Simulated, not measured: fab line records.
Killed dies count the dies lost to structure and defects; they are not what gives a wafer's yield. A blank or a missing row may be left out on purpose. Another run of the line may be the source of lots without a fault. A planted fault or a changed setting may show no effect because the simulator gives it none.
Which tool was responsible? -- flow gf180mcu -- 18 wafers from 6 lots sampled at 5 of the route's 602 steps

== WHAT THE GAUGES SHOWED, per wafer ==
GF_V4_THK_MEAS_01.
lot,measured,on,V4_CVD_00_THK (nm)
L220,day 23 18:52,filmMetro-02,602 595 602
L228,day 26 12:49,filmMetro-02,301 304 301
L233,day 28 03:01,filmMetro-02,599 600 607
L237,day 29 07:08,filmMetro-04,595 591 592
L239,day 29 15:03,filmMetro-01,606 601 601
L242,day 30 18:18,filmMetro-04,605 601 590

== WHAT TOOL EACH LOT RAN ON (gives the tool, then ch and the chambers of the sampled wafers, and finally the start) ==
lot,GF_V3_SPUTTER_21,GF_V3_SPUTTER_22,GF_M4_SPUTTER_02,GF_V4_CVD_00
L220,"pvdSputter-02, day 22 18:18","pvdSputter-02, day 22 18:22","pvdSputter-04, day 22 19:07","hdpcvd-01 ch 1,2, day 23 18:47"
L228,"pvdSputter-03, day 25 13:55","pvdSputter-03, day 25 13:58","pvdSputter-02, day 25 14:44","hdpcvd-01 ch 0,1,2, day 26 12:44"
L233,"pvdSputter-01, day 27 05:30","pvdSputter-01, day 27 05:34","pvdSputter-01, day 27 06:20","hdpcvd-02 ch 0,1, day 28 02:55"
L237,"pvdSputter-01, day 28 10:17","pvdSputter-01, day 28 10:21","pvdSputter-02, day 28 11:07","hdpcvd-02 ch 0,1, day 29 07:02"
L239,"pvdSputter-02, day 28 18:53","pvdSputter-02, day 28 18:57","pvdSputter-01, day 28 19:43","hdpcvd-01 ch 0,1, day 29 14:59"
L242,"pvdSputter-03, day 29 22:36","pvdSputter-03, day 29 22:40","pvdSputter-02, day 29 23:31","hdpcvd-01 ch 0, day 30 18:11"
- GF_V3_SPUTTER_21: material Ti, target thk 15 nm, time 80.02 s.
- GF_V3_SPUTTER_22: material TiN, target thk 10 nm, time 40 s.
- GF_M4_SPUTTER_02: material AlCu, target thk 450 nm, time 23.9 s.
- GF_V4_CVD_00: deposits SiO2, target thk 600 nm, time 100 s.

== THE ANSWER, worked out from the rows above alone ==
Rule: the lots themselves supply what counts as usual. Put in order of their means at a reading, lots are off if they are a third of the lots or fewer, leave a main group of 4 or more, and stand apart from it by a gap of 3 or more times the standard deviation of the main group's means; of several such gaps the widest counts. The tables above print the reading to a certain number of digits; a main group whose means all agree to those digits is not used. Also off: a lot with no number at a reading for which 4 or more lots have one. Where the step has rows for the other lots, those lots are counted as sound.
Off: L228, at GF_V4_THK_MEAS_01 (V4_CVD_00_THK). Mean 599 nm and standard deviation 3.6 in the main group.
A tool fits if, at a process step before that reading, it ran every lot that is off, and no sound lot after the first of them. Gauges at GF_V4_THK_MEAS_01: tried the same way as those tools. No candidate that was tried fits.

== WHAT HAD BEEN PUT IN BY THE SIMULATOR ==
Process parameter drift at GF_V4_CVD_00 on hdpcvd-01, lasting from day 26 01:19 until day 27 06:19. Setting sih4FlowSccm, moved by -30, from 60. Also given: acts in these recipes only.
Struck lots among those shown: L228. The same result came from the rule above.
